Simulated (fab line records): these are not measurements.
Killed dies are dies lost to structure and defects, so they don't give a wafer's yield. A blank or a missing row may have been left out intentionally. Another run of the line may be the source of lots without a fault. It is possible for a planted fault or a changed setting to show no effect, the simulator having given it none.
fab line records -- flow sky130 -- part 2 of 2: steps 25 to 33 of 33
[record] lots = 5, wafers = 15, last-day = 50
route steps=708 shown LI_CONTACT@362 LOCAL_INTERCONNECT@387
lots untouched by any fault: they come from a run of this same line in which no faults occurred
start-h: start of the lot's first displayed wafer, in hours after the record's first day -- wait-h: hours from the lot's prior step to this one -- " same as the row above -- L1.1+2: several wafers, shown together as one row -- - no value present, or no start provided -- * or withheld: withheld -- < > ~ a bound
route shown NAME@n: names a module that has steps shown in the file, with the first one's number in the route -- usual: the fault-free wafers' mean and standard deviation -- same: alike in all rows -- chamber/n: place in a boat -- sites: readings site by site -- _std_site: standard deviation of those values -- _edge_site: inner sites' mean taken away from outer sites' mean -- radius-mm: how far each site lies from the wafer's centre -- mask NAME#n: copy n -- behind: tool/chamber where the wafer was last shaped -- hold: the reason the lot was held/the length of the hold in hours/how it ended -- device: which transistor (n, p or np) failed to switch -- end of line: the tests these same wafers got at the end of their route -- a step with no rows: only its recipe -- killed: dies lost to structure and defects at the first sort, not the wafer's yield -- map: a wafer's dies, x killed, . not, _ none there
set.NAME: the setting as run; set.NAME@STEP: as run at that earlier step -- model.NAME: the simulator's own value behind a step, which no gauge read
a table for each step, a row for each wafer; lots at some steps of the route
services: when a tool's chamber went out of use (start-h, in hours from the record's first day, below 0 if earlier), for how many hours, and the reason
[[steps]]
[step SKY_LI_CONTACT_CMP_24]
[recipe] stop-on = PSG, t-overpolish-s = 20, down-force-psi = 3.5, platen-rpm = 60, target-thk-nm = 0, pad-velocity-m-s = 0.94248
[usual] motor-current-A = 11.0/0.77, overpolish-run-s = 19.999/0.0087, time-to-endpoint-s = 97/3.6
[same] t-overpolish-s = 20
lot.wafer,tool,chamber,start-h,wait-h,motor-current-A,overpolish-run-s,time-to-endpoint-s
L078.2,cmp-02,0,720.18,0.0,11.4,20.003,96
L078.6,cmp-02,0,720.18,0.0,11.3,19.991,98
L078.5,cmp-02,1,720.18,0.0,11.8,19.991,92
L082.2,cmp-02,1,751.45,0.0,11.4,19.995,89
L082.1,cmp-02,2,751.45,0.0,10.6,20.009,92
L082.6,cmp-02,2,751.45,0.0,10.7,19.991,95
L089.4,cmp-01,0,802.90,0.0,11.4,20.000,97
L089.6,cmp-01,0,802.90,0.0,11.3,19.990,97
L089.5,cmp-01,1,802.90,0.0,10.0,20.007,100
L093.3,cmp-01,2,832.88,0.1,12.0,19.993,99
L093.6,cmp-01,1,832.88,0.1,10.4,20.008,95
L093.5,cmp-01,2,832.88,0.1,11.5,20.006,98
L095.2,cmp-02,2,850.19,0.0,10.7,20.022,97
L095.1,cmp-02,3,850.19,0.0,11.6,19.995,97
L095.3,cmp-02,1,850.19,0.0,11.3,19.998,92
[step SKY_LOCAL_INTERCONNECT_SPUTTER_00]
[recipe] material = TiN, target-thk-nm = 100, temp-c = 300, power-w = 6500, time-s = 83.3, chamber-pressure-pa = 0.4
[usual] throttle-valve-pct = 30.2/1.3
lot.wafer,tool,chamber,start-h,wait-h,throttle-valve-pct
L078.2,pvd-sputter-04,-,720.48,0.2,28.7
L078.5,pvd-sputter-04,-,720.48,0.2,28.3
L078.6,pvd-sputter-04,-,720.48,0.2,30.4
L082.1,pvd-sputter-04,-,751.75,0.2,28.8
L082.2,pvd-sputter-04,-,751.75,0.2,30.9
L082.6,pvd-sputter-04,-,751.75,0.2,30.8
L089.4,pvd-sputter-04,-,803.20,0.2,28.5
L089.5,pvd-sputter-04,-,803.20,0.2,28.6
L089.6,pvd-sputter-04,-,803.20,0.2,31.8
L093.3,pvd-sputter-03,-,833.13,0.2,31.8
L093.5,pvd-sputter-03,-,833.13,0.2,28.5
L093.6,pvd-sputter-03,-,833.13,0.2,31.8
L095.1,pvd-sputter-04,-,850.49,0.2,28.7
L095.2,pvd-sputter-04,-,850.49,0.2,28.5
L095.3,pvd-sputter-04,-,850.49,0.2,30.8
[step SKY_LOCAL_INTERCONNECT_RS_MEAS_01]
[recipe] thk-meas-gauge = four-point-probe, reads = TiN_of_LOCAL_INTERCONNECT_SPUTTER_00
[usual] LOCAL_INTERCONNECT_TIN_RS = 14.14/0.14
lot.wafer,tool,chamber,start-h,wait-h,LOCAL_INTERCONNECT_TIN_RS[ohm/sq]
L078.2,film-metro-02,-,720.57,0.1,14.00
L078.5,film-metro-02,-,720.57,0.1,14.05
L078.6,film-metro-02,-,720.57,0.1,13.83
L082.1,film-metro-04,-,751.82,0.0,14.25
L082.2,film-metro-04,-,751.82,0.0,14.00
L082.6,film-metro-04,-,751.82,0.0,14.01
L089.4,film-metro-03,-,803.33,0.1,14.18
L089.5,film-metro-03,-,803.33,0.1,14.04
L089.6,film-metro-03,-,803.33,0.1,14.14
L093.3,film-metro-03,-,833.24,0.1,14.19
L093.5,film-metro-03,-,833.24,0.1,14.13
L093.6,film-metro-03,-,833.24,0.1,14.24
L095.1,film-metro-04,-,850.56,0.0,14.15
L095.2,film-metro-04,-,850.56,0.0,14.09
L095.3,film-metro-04,-,850.56,0.0,14.08
[step SKY_LOCAL_INTERCONNECT_THK_MEAS_02]
[recipe] thk-meas-gauge = xrf, reads = TiN_of_LOCAL_INTERCONNECT_SPUTTER_00
[usual] LOCAL_INTERCONNECT_TIN_THK = 101.4/1
lot.wafer,tool,chamber,start-h,wait-h,LOCAL_INTERCONNECT_TIN_THK[nm]
L078.2,film-metro-02,-,720.68,0.1,102.3
L078.5,film-metro-02,-,720.68,0.1,102.5
L078.6,film-metro-02,-,720.68,0.1,103.2
L082.1,film-metro-04,-,751.94,0.1,101.0
L082.2,film-metro-04,-,751.94,0.1,102.9
L082.6,film-metro-04,-,751.94,0.1,102.0
L089.4,film-metro-03,-,803.42,0.1,101.5
L089.5,film-metro-03,-,803.42,0.1,102.2
L089.6,film-metro-03,-,803.42,0.1,101.2
L093.3,film-metro-03,-,833.34,0.1,101.0
L093.5,film-metro-03,-,833.34,0.1,101.3
L093.6,film-metro-03,-,833.34,0.1,100.6
L095.1,film-metro-04,-,850.68,0.1,101.2
L095.2,film-metro-04,-,850.68,0.1,102.3
L095.3,film-metro-04,-,850.68,0.1,102.2
[step SKY_LOCAL_INTERCONNECT_DEHYDRATE_03]
[recipe] temp-c = 200, time-s = 60
[usual] chill-plate-temp-C = 23.00/0.12
lot.wafer,tool,chamber,start-h,wait-h,chill-plate-temp-C
L078.2,litho-track-02,0,733.52,12.8,23.18
L078.5,litho-track-02,0,733.52,12.8,23.12
L078.6,litho-track-02,0,733.52,12.8,23.19
L082.1,litho-track-01,0,764.35,12.4,23.14
L082.2,litho-track-01,0,764.35,12.4,23.13
L082.6,litho-track-01,0,764.35,12.4,23.09
L089.4,litho-track-01,0,816.18,12.7,23.03
L089.5,litho-track-01,0,816.18,12.7,23.10
L089.6,litho-track-01,0,816.18,12.7,23.03
L093.3,litho-track-01,0,845.25,11.9,22.99
L093.5,litho-track-01,0,845.25,11.9,22.93
L093.6,litho-track-01,0,845.25,11.9,23.01
L095.1,litho-track-01,0,863.15,12.5,22.91
L095.2,litho-track-01,0,863.15,12.5,22.89
L095.3,litho-track-01,0,863.15,12.5,23.06
[step SKY_LOCAL_INTERCONNECT_HMDS_04]
[recipe] prime-time-s = 60, prime-temp-c = 120
[usual] chill-plate-temp-C = 22.98/0.1, prime-temp-c = 119.98/0.13
lot.wafer,tool,chamber,start-h,wait-h,chill-plate-temp-C,prime-temp-c
L078.2,litho-track-02,0,733.67,0.1,22.95,119.89
L078.5,litho-track-02,0,733.67,0.1,22.92,119.91
L078.6,litho-track-02,0,733.67,0.1,22.90,119.89
L082.1,litho-track-01,0,764.50,0.1,23.11,119.90
L082.2,litho-track-01,0,764.50,0.1,22.95,119.92
L082.6,litho-track-01,0,764.50,0.1,22.94,119.82
L089.4,litho-track-01,0,816.33,0.1,23.23,120.04
L089.5,litho-track-01,0,816.33,0.1,23.07,120.08
L089.6,litho-track-01,0,816.33,0.1,23.16,120.04
L093.3,litho-track-01,0,845.40,0.1,22.82,119.77
L093.5,litho-track-01,0,845.40,0.1,22.94,120.04
L093.6,litho-track-01,0,845.40,0.1,23.00,120.04
L095.1,litho-track-01,0,863.30,0.1,22.77,120.08
L095.2,litho-track-01,0,863.30,0.1,22.85,120.08
L095.3,litho-track-01,0,863.30,0.1,22.94,119.96
[step SKY_LOCAL_INTERCONNECT_COAT_05]
[recipe] resist = BARC, temp-c = withheld, time-s = withheld, spin-rpm = 3000, resist-thk-nm = 60
[usual] chill-plate-temp-C = *, dispense-pressure-kPa = 49.6/1.1
lot.wafer,tool,chamber,start-h,wait-h,chill-plate-temp-C,dispense-pressure-kPa
L078.2,litho-track-02,0,733.82,0.1,*,48.2
L078.5,litho-track-02,0,733.82,0.1,*,48.2
L078.6,litho-track-02,0,733.82,0.1,*,48.2
L082.1,litho-track-01,0,764.65,0.1,*,49.9
L082.2,litho-track-01,0,764.65,0.1,*,49.9
L082.6,litho-track-01,0,764.65,0.1,*,49.9
L089.4,litho-track-01,0,816.48,0.1,*,49.9
L089.5,litho-track-01,0,816.48,0.1,*,49.8
L089.6,litho-track-01,0,816.48,0.1,*,49.8
L093.3,litho-track-01,0,845.55,0.1,*,49.9
L093.5,litho-track-01,0,845.55,0.1,*,49.9
L093.6,litho-track-01,0,845.55,0.1,*,49.9
L095.1,litho-track-01,0,863.45,0.1,*,49.9
L095.2,litho-track-01,0,863.45,0.1,*,49.9
L095.3,litho-track-01,0,863.45,0.1,*,49.9
[step SKY_LOCAL_INTERCONNECT_COAT_06]
[recipe] resist = KrF-thick, spin-rpm = 3000, resist-thk-nm = 450
[usual] chill-plate-temp-C = 23.00/0.11, dispense-pressure-kPa = 49.6/1.1
lot.wafer,tool,chamber,start-h,wait-h,chill-plate-temp-C,dispense-pressure-kPa
L078.2,litho-track-02,0,-,-,23.08,48.2
L078.5,litho-track-02,0,-,-,22.98,48.1
L078.6,litho-track-02,0,-,-,22.96,48.2
L082.1,litho-track-01,0,-,-,22.99,49.9
L082.2,litho-track-01,0,-,-,22.94,49.9
L082.6,litho-track-01,0,-,-,22.96,49.9
L089.4,litho-track-01,0,-,-,23.00,49.9
L089.5,litho-track-01,0,-,-,23.04,49.9
L089.6,litho-track-01,0,-,-,22.94,49.9
L093.3,litho-track-01,0,-,-,23.11,49.9
L093.5,litho-track-01,0,-,-,22.98,49.9
L093.6,litho-track-01,0,-,-,23.06,49.9
L095.1,litho-track-01,0,-,-,22.79,49.9
L095.2,litho-track-01,0,-,-,22.93,49.9
L095.3,litho-track-01,0,-,-,22.88,49.9
[step SKY_LOCAL_INTERCONNECT_SOFTBAKE_07]
[recipe] temp-c = 100, time-s = 90, resist = KrF-thick
[usual] chill-plate-temp-C = 23.03/0.11
lot.wafer,tool,chamber,start-h,wait-h,chill-plate-temp-C
L078.2,litho-track-02,0,-,-,23.00
L078.5,litho-track-02,0,-,-,22.81
L078.6,litho-track-02,0,-,-,23.04
L082.1,litho-track-01,0,-,-,23.17
L082.2,litho-track-01,0,-,-,23.20
L082.6,litho-track-01,0,-,-,23.12
L089.4,litho-track-01,0,-,-,23.05
L089.5,litho-track-01,0,-,-,23.13
L089.6,litho-track-01,0,-,-,23.11
L093.3,litho-track-01,0,-,-,22.91
L093.5,litho-track-01,0,-,-,23.02
L093.6,litho-track-01,0,-,-,22.99
L095.1,litho-track-01,0,-,-,23.04
L095.2,litho-track-01,0,-,-,23.10
L095.3,litho-track-01,0,-,-,23.29
[[services]]
tool,chamber,start-h,hours,kind
pvd-sputter-03,-,671.57,5.0,repair
cmp-01,-,677.08,0.6,repair
pvd-sputter-02,-,689.94,1.1,repair
hdpcvd-01,-,695.40,2.2,repair
cmp-01,-,718.03,5.2,pm
rie-diel-02,1,721.88,9.8,repair
rie-diel-02,0,730.14,5.7,repair
cmp-02,-,735.17,5.6,pm
pvd-sputter-02,-,735.36,1.2,repair
cmp-02,-,744.44,4.0,pm
rie-diel-03,-,745.81,2.8,pm
rie-diel-02,0,755.21,2.1,repair
cmp-01,-,766.10,13.0,pm
hdpcvd-01,0,778.07,3.9,repair
pvd-sputter-02,-,783.15,2.0,repair
hdpcvd-01,0,783.21,22.8,repair
pvd-sputter-03,-,792.72,2.6,repair
pvd-sputter-04,-,794.81,6.3,repair
pvd-sputter-04,-,799.01,3.4,repair
rie-diel-02,-,804.44,15.2,repair
cmp-02,-,805.63,0.7,repair
hdpcvd-01,1,831.87,6.0,repair
rie-diel-02,1,849.71,6.3,repair
pvd-sputter-04,-,862.47,0.6,repair
